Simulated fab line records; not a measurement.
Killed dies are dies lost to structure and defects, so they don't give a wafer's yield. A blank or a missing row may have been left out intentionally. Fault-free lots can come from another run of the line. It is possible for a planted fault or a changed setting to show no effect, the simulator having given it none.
Which tool was responsible? | flow gf180mcu | Sampling: 13 lots, 39 wafers, 4 of 602 route steps

## WHAT THE GAUGES READ, wafer by wafer
GF_SALICIDE_THK_MEAS_05: measures by xrf.
lot  | measured     | on            | SALICIDE_TIN_THK (nm)
L917 | day 15 11:19 | film metro-03 | 20.2 20.1 19.8
L919 | day 16 07:32 | film metro-03 | 20.4 20.4 20.4
L925 | day 18 10:01 | film metro-02 | 20.8 20.4 20.8
L926 | day 19 01:34 | film metro-03 | 22.7 22.3 22.1
L927 | day 19 10:15 | film metro-04 | 23.0 22.8 22.9
L930 | day 20 19:26 | film metro-02 | 21.3 21.2 21.3
L932 | day 21 12:28 | film metro-03 | 20.5 20.8 20.5
L934 | day 22 01:54 | film metro-02 | 20.8 20.4 21.0
L933 | day 22 04:34 | film metro-04 | 21.1 21.2 21.2
L936 | day 22 10:25 | film metro-03 | 21.0 21.4 20.8
L935 | day 22 13:30 | film metro-04 | 21.0 20.9 21.0
L937 | day 22 16:20 | film metro-02 | 20.8 21.1 20.6
L939 | day 23 11:21 | film metro-04 | 20.6 21.4 21.4

GF_CONTACT_OVL_MEAS_15.
lot  | measured     | on         | CONTACT_OVL (nm)
L917 | day 16 10:19 | overlay-01 | 1 0 -4
L919 | day 17 07:19 | overlay-01 | -3 1 3
L925 | day 19 11:14 | overlay-02 | -4 -5 2
L926 | day 20 02:52 | overlay-01 | 4 10 3
L927 | day 20 11:25 | overlay-01 | -11 -6 -7
L930 | day 21 20:09 | overlay-02 | 0 -9 -3
L932 | day 22 12:37 | overlay-02 | -2 -4 -6
L934 | day 23 02:19 | overlay-01 | -3 -6 -2
L933 | day 23 03:55 | overlay-01 | 1 -1 3
L936 | day 23 09:58 | overlay-02 | 0 -9 -10
L935 | day 23 13:59 | overlay-01 | -6 -3 -1
L937 | day 23 15:40 | overlay-01 | 0 -2 3
L939 | day 24 11:07 | overlay-01 | 8 8 -1

## EACH LOT AND THE TOOL THAT RAN IT (in order: tool; ch and the chambers of the sampled wafers; start)
lot  | GF_SAB_STRIP_13                      | GF_SALICIDE_SPUTTER_03
L917 | plasma asher-03 ch 0,1, day 15 10:57 | pvd sputter-02, day 15 11:10
L919 | plasma asher-02 ch 0,1, day 16 07:10 | pvd sputter-03, day 16 07:22
L925 | plasma asher-01 ch 0,1, day 18 09:40 | pvd sputter-03, day 18 09:51
L926 | plasma asher-03 ch 0,1, day 19 01:10 | pvd sputter-03, day 19 01:25
L927 | plasma asher-02 ch 0,1, day 19 09:53 | pvd sputter-03, day 19 10:06
L930 | plasma asher-01 ch 0,1, day 20 19:04 | pvd sputter-01, day 20 19:17
L932 | plasma asher-01 ch 0,1, day 21 12:07 | pvd sputter-01, day 21 12:20
L934 | plasma asher-01 ch 0, day 22 01:32   | pvd sputter-02, day 22 01:45
L933 | plasma asher-01 ch 0,1, day 22 04:12 | pvd sputter-01, day 22 04:25
L936 | plasma asher-03 ch 0,1, day 22 10:03 | pvd sputter-02, day 22 10:16
L935 | plasma asher-02 ch 0,1, day 22 13:09 | pvd sputter-01, day 22 13:20
L937 | plasma asher-01 ch 0,1, day 22 15:58 | pvd sputter-02, day 22 16:11
L939 | plasma asher-02 ch 0,1, day 23 10:59 | pvd sputter-02, day 23 11:12
- GF_SAB_STRIP_13: strips in O2/N2.
- GF_SALICIDE_SPUTTER_03: material TiN, target thk 20 nm, time 17.46 s.

## AS READ BY THE TOOLS THEMSELVES (means over the sampled wafers that have a number; for cases with no such wafer, the mark the record gives instead)
GF_SAB_STRIP_13.
lot  | tool            | drypump motor current A (A) | heater power w (W) | oes product au (a.u.) | strip time to endpoint s (s)
L917 | plasma asher-03 | 5.8                         | 355                | 0.710                 | 12.59
L919 | plasma asher-02 | 5.6                         | 329                | 0.709                 | 12.59
L925 | plasma asher-01 | 5.3                         | 386                | 0.708                 | 12.56
L926 | plasma asher-03 | 5.7                         | 357                | 0.710                 | 12.62
L927 | plasma asher-02 | 5.5                         | 284                | 0.704                 | 12.67
L930 | plasma asher-01 | 5.4                         | 360                | 0.708                 | 12.63
L932 | plasma asher-01 | 5.4                         | 354                | 0.711                 | 12.63
L934 | plasma asher-01 | 5.6                         | 332                | 0.706                 | 12.60
L933 | plasma asher-01 | 5.4                         | 351                | 0.705                 | 12.58
L936 | plasma asher-03 | 6.0                         | 355                | 0.708                 | 12.61
L935 | plasma asher-02 | 5.5                         | 286                | 0.708                 | 12.60
L937 | plasma asher-01 | 5.4                         | 353                | 0.708                 | 12.64
L939 | plasma asher-02 | 5.6                         | 281                | 0.713                 | 12.60

GF_SALICIDE_SPUTTER_03.
lot  | tool           | throttle valve pct (%)
L917 | pvd sputter-02 | 31.0
L919 | pvd sputter-03 | 31.3
L925 | pvd sputter-03 | 30.3
L926 | pvd sputter-03 | 31.5
L927 | pvd sputter-03 | 30.8
L930 | pvd sputter-01 | 30.1
L932 | pvd sputter-01 | 29.9
L934 | pvd sputter-02 | 30.8
L933 | pvd sputter-01 | 29.7
L936 | pvd sputter-02 | 30.8
L935 | pvd sputter-01 | 30.0
L937 | pvd sputter-02 | 30.7
L939 | pvd sputter-02 | 31.0

## THE ANSWER, worked out from the rows above alone
Rule: usual is defined by the lots themselves. The widest of any qualifying gaps counts: lots, ordered by their means at a reading, are off when they make up no more than a third of the lots, leave a main group of 4 or more, and stand apart from it by 3 or more times the standard deviation of that group's means. Not used: any main group whose means are identical at the precision the tables above print for the reading. Also off: a lot with no number at a reading for which 4 or more lots have one. All remaining lots with rows at the step are treated as sound. Order of review: gauges by route order, followed by the tools' own readings, for which a lot's mean as printed above is used. At the first step where some lot is off, the reading lying furthest off is the one used; lots without a number count as furthest.
Off: L926, L927, at GF_SALICIDE_THK_MEAS_05 (SALICIDE_TIN_THK). The main group: mean 20.8 nm, standard deviation 0.35.
A tool fits if, at a process step before that reading, it ran every lot that is off, and no sound lot after the first of them. Gauges at GF_SALICIDE_THK_MEAS_05: tried the same way as those tools. One fits: pvd sputter-03 at GF_SALICIDE_SPUTTER_03. A fault onset in the window from L925 (day 18 09:51, its last sound lot) to L926 (day 19 01:25, its first lot off) fits.

## WHAT HAD BEEN PUT IN BY THE SIMULATOR
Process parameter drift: pvd sputter-03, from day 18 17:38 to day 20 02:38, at GF_SALICIDE_SPUTTER_03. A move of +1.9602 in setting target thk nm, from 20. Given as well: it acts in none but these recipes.
Struck lots among those shown: L926, L927. This agrees with what the rule above found.
